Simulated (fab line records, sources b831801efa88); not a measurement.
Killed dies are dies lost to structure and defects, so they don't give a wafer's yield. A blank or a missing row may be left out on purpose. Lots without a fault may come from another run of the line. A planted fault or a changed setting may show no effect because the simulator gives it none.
One fault seen from 2 desks | flow gf180mcu | each desk has only its own numbers; what lay behind them comes last

THE TOOL OWNER'S DESK: litho_track-04
The tool's own readings at GF_HV_LDD_SOFTBAKE_03 (time 60 s): means of the sampled wafers that have a number, for each lot that ran on this tool. A lot is out of limits, marked OUT, if its mean lies more than 4 standard deviations from the usual mean; the brackets give that distance.
Columns: A = heater_power_total_W at GF_HV_LDD_SOFTBAKE_03, usual 56.61 W; B = run_length_s at GF_HV_LDD_SOFTBAKE_03, usual 89.08 s
lot  | first seen here | A                | B
L649 | day 10 01:50    | 56.56            | 88.81
L652 | day 10 20:05    | 56.60            | 89.06
L659 | day 13 02:38    | 56.62            | 88.97
L665 | day 14 19:56    | 56.98 (+8.9) OUT | 87.85 (-7.7) OUT
This desk's finding: out of limits on L665; first on L665, day 14 19:56 (heater_power_total_W at GF_HV_LDD_SOFTBAKE_03). In limits: L649, L652, L659.

THE METROLOGY DESK
What the gauges read, lot by lot, whatever tool the lot ran on: means of the sampled wafers that have a number. A lot is out of limits, marked OUT, if its mean lies more than 4 standard deviations from the usual mean; the brackets give that distance.
Columns: A = VT_IMPLANT_03_OVL at GF_VT_IMPLANT_OVL_MEAS_40, usual -0.2 nm; B = MVSD_RS at GF_VT_IMPLANT_RS_MEAS_46, usual 456.6 ohm/sq
lot  | first seen here | A    | B
L648 | day 7 12:16     | 0.1  | 456.9
L649 | day 7 20:19     | 0.9  | 455.3
L650 | day 8 02:25     | -1.5 | 456.7
L651 | day 8 09:40     | -1.0 | 456.4
L652 | day 8 14:56     | -0.0 | 458.0
L654 | day 9 06:19     | 2.0  | 457.1
L655 | day 9 18:31     | 1.7  | 455.3
L657 | day 10 03:19    | 0.1  | 456.4
L658 | day 10 09:26    | 1.0  | 455.2
L659 | day 10 18:22    | -2.1 | 455.4
L665 | day 12 09:52    | -0.7 | 458.6
L670 | day 13 19:13    | -0.5 | 456.0
L671 | day 14 02:37    | -0.5 | 456.6
This desk's finding: nothing out of limits on any of the 13 lots.

PUT TOGETHER
The tool owner's desk could have raised an alarm at day 14 19:56, on L665.
The metrology desk saw nothing out of limits.
The metrology desk has L665 on record, within its limits.
Of the lots named, all ran GF_HV_LDD_SOFTBAKE_03 on litho_track-04.

WHAT THE SIMULATOR HAD PUT IN
Process parameter drift: litho_track-04, from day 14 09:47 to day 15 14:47, at GF_HV_LDD_SOFTBAKE_03. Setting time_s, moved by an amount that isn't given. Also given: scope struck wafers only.
Lots struck among those shown: L665.
Hours from the fault's start to each desk's first reading out of limits: the tool owner's desk, 10.
